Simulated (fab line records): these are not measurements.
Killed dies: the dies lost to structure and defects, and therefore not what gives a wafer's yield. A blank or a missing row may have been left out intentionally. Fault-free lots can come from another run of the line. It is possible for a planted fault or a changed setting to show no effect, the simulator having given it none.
A lot that was struck, set against a sound lot -- flow gf180mcu -- 15 out of 602 route steps
Sound: these wafers, L448.1, L448.3, L448.6. Wafers L438.4, L438.5, L438.6 were the ones struck. Last of all comes the cause.
Each step with rows lists, per side, the tool, then ch with its chambers, then its first start. Under that, the readings that differ: sound wafers -- struck wafers -- difference of the means -- sigmas: that difference in standard deviations of wafers without a fault.
alike: same words and numbers on both sides, and readings whose means sit less than 2 such deviations apart. not compared: any withheld reading, any reading some wafer has no value for, any bound like >300 that may hide the same value, and any number with overlapping values for which the record gives no deviation.
The two part at a step that has a row with sigmas, a row that says differs or no value, or rows on one side only. Numbers that don't overlap but have no deviation are shown without sigmas and don't part them. Lack of a reading on every wafer of one side parts them only where that side has two or more wafers.

first, 3 steps without rows for these wafers: GF_M4_STRIP_18 (strips in post etch residue remover, time 1200 s); GF_M4_CLEAN_19 (cleans in DIW); GF_V4_CVD_00 (deposits SiO2, target thk 600 nm, time 100 s).
GF_V4_THK_MEAS_01:
  sound: film metro-04 at day 30 06:41; struck: film metro-03 at day 26 20:25
  alike: V4_CVD_00_THK
GF_V4_CVD_02: deposits SiO2 from TEOS, target thk 850 nm, time 94.851 s.
  sound on pecvd-03 ch 0,1,2, day 30 06:45; struck on pecvd-02 ch 0,1,2, day 26 20:29
  alike: heater power w
  not compared: since wet clean h
GF_V4_THK_MEAS_03:
  sound: film metro-01 at day 30 06:49; struck: film metro-04 at day 26 20:33
  alike: V4_CVD_02_THK
GF_V4_CMP_04: polishes SiO2.
  sound on cmp-01 ch 0,2,3, day 30 06:55; struck on cmp-02 ch 1,2, day 26 20:38
  alike: motor current A, slurry flow ml min, time to endpoint s
GF_V4_BOW_MEAS_05:
  sound: film metro-04 at day 30 07:10; struck: film metro-01 at day 26 20:56
  alike: V4_BOW
then, 4 steps without rows for these wafers: GF_V4_DEHYDRATE_06 (time 60 s); GF_V4_HMDS_07 (prime time 60 s); GF_V4_COAT_08; GF_V4_COAT_09 (resist thk 1000 nm).
GF_V4_SOFTBAKE_10: time 60 s.
  sound on litho track-02 ch 0, day 30 16:00; struck on litho track-02 ch 0, day 27 07:00
reading,sound,struck,difference,sigmas
run length s (s),89.37 89.13 89.28,91.81 91.96 91.92,+2.64,+15
  alike: heater power total W
then, 1 step without rows for these wafers: GF_V4_EXPOSE_11 (exposes mask Via4, target cd 260 nm).
-- the record jumps here: 5 days lie between the struck wafers' starts before and after (it left off in module V4 and takes up again in module PASSIVATION, whose first step shown is number 602 of the route) --
GF_PASSIVATION_PROBE_99:
  the record has rows for the struck wafers here (prober-01, day 31 23:40) and none for the sound ones

WHERE THEY PART
Earliest at GF_V4_SOFTBAKE_10; latest, in this record, at GF_PASSIVATION_PROBE_99.

WHY: the cause the simulator had injected
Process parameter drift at GF_V4_SOFTBAKE_10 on litho track-02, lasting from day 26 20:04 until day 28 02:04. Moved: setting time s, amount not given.
